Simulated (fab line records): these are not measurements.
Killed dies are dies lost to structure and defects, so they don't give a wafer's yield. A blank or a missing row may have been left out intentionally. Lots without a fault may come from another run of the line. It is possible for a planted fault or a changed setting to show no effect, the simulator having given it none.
Comparing a struck lot with a sound one    flow sky130    15 out of 708 route steps
Sound: wafers L934.1, L934.4, L934.6. Wafers L950.1, L950.5, L950.6 were the ones struck. The cause is named last.
At each step with rows: each side's tool, then ch and its chambers, then its first start. Under that, the readings that differ: sound wafers    struck wafers    difference of the means    sigmas: that difference in standard deviations of wafers without a fault.
alike: readings with means less than 2 such deviations apart, plus words and numbers identical on both sides. not compared: withheld readings, readings lacking a value on some wafer, bounds such as >300 that could conceal the same value, and numbers that have no deviation in the record and whose values overlap.
Wherever a step has rows on one side only, a row that says differs or no value, or a row with sigmas, the two part there. When numbers do not overlap yet have no deviation, they are printed without sigmas and do not part them. Lack of a reading on every wafer of one side parts them only where that side has two or more wafers.

first, 6 steps without rows for these wafers: SKY_GATE_OXIDE_HMDS_04 (prime time 60 s); SKY_GATE_OXIDE_COAT_05 (resist thk 1140 nm); SKY_GATE_OXIDE_SOFTBAKE_06 (time 60 s); SKY_GATE_OXIDE_EXPOSE_07 (exposes mask LVOM, target cd 600 nm); SKY_GATE_OXIDE_PEB_08; SKY_GATE_OXIDE_DEVELOP_09 (develop time 60 s).
SKY_GATE_OXIDE_OVL_MEAS_10:
  sound on overlay-01 at day 15 00:02; struck on overlay-01 at day 20 15:11
  alike: GATE_OXIDE_OVL
then, 2 steps without rows for these wafers: SKY_GATE_OXIDE_IMPLANT_11; SKY_GATE_OXIDE_WET_ETCH_12 (etches SiO2 in dHF, target depth 16.8 nm, time 336 s).
SKY_GATE_OXIDE_STRIP_13: strips in O2/N2.
  sound on plasmaAsher-03 ch 0, day 15 00:19; struck on plasmaAsher-01 ch 0,1, day 20 15:28
  alike: drypumpMotorCurrentA, oesProductAu, stripTimeToEndpointS
  not compared: rfHoursCounterH
SKY_GATE_OXIDE_TW_MEAS_14:
  sound on filmMetro-02 at day 15 00:25; struck on filmMetro-02 at day 20 15:34
  alike: GATE_OXIDE_TW
then, 1 step without rows for these wafers: SKY_GATE_OXIDE_CLEAN_15 (cleans in SC1/SC2, time 150 s).
SKY_GATE_OXIDE_OXIDATION_16: stabilise 600 s, purge 300 s, target thk 3.57 nm.
  sound on furnace-01 ch 0, day 15 02:52; struck on furnace-02 ch 0, day 20 16:00
reading         sound        struck          difference  sigmas
stabiliseS (s)  600 600 600  5400 5400 5400  +4800       
then, 1 step without rows for these wafers: SKY_POLY_GATE_CVD_00 (deposits poly-Si, target thk 180 nm, time 720 s).
-- here the record skips 30 days between the struck wafers' starts before and after, leaving off in module POLY_GATE and picking up in module PAD_OPEN (first step shown: number 708 of the route) --
SKY_PAD_OPEN_PROBE_99:
  sound on prober-02 at day 46 16:15; struck on prober-02 at day 50 04:40
reading                                sound                    struck                   difference  sigmas
model.etest.pfet_01v8_mvt.offLog10AUm  -11.31 -11.58 -11.32     -10.96 -11.01 -11.08     +0.39       
model.etest.pfet_01v8_mvt.vtSatV (V)   -0.6142 -0.6203 -0.6056  -0.586 -0.5955 -0.5911   +0.022      
model.etest.pfet_01v8_mvt.vtV (V)      -0.6942 -0.7006 -0.6872  -0.6767 -0.6765 -0.6768  +0.0173     
model.etest.pfet_01v8_mvt.vtLongV (V)  -0.8954 -0.9 -0.8929     -0.8895 -0.8836 -0.8852  +0.0100     
model.etest.pfet_01v8_lvt.vtLongV (V)  -0.6563 -0.658 -0.6475   -0.663 -0.6611 -0.6629   -0.008      
  alike: killed_at_M0_to_M3, killed_at_M4_up, killedAtContacts, killedAtFrontEnd, killedAtOther, killedDies, killedOnRim, killedOpen, killedShort
  not compared: model.etest.pfet_01v8_lvt.driveUaUm, model.etest.pfet_01v8_lvt.vtV, model.etest.pfet_01v8_lvt.vtSatV

WHERE THEY PART
Nowhere in this record.

WHY: what had been put in by the simulator
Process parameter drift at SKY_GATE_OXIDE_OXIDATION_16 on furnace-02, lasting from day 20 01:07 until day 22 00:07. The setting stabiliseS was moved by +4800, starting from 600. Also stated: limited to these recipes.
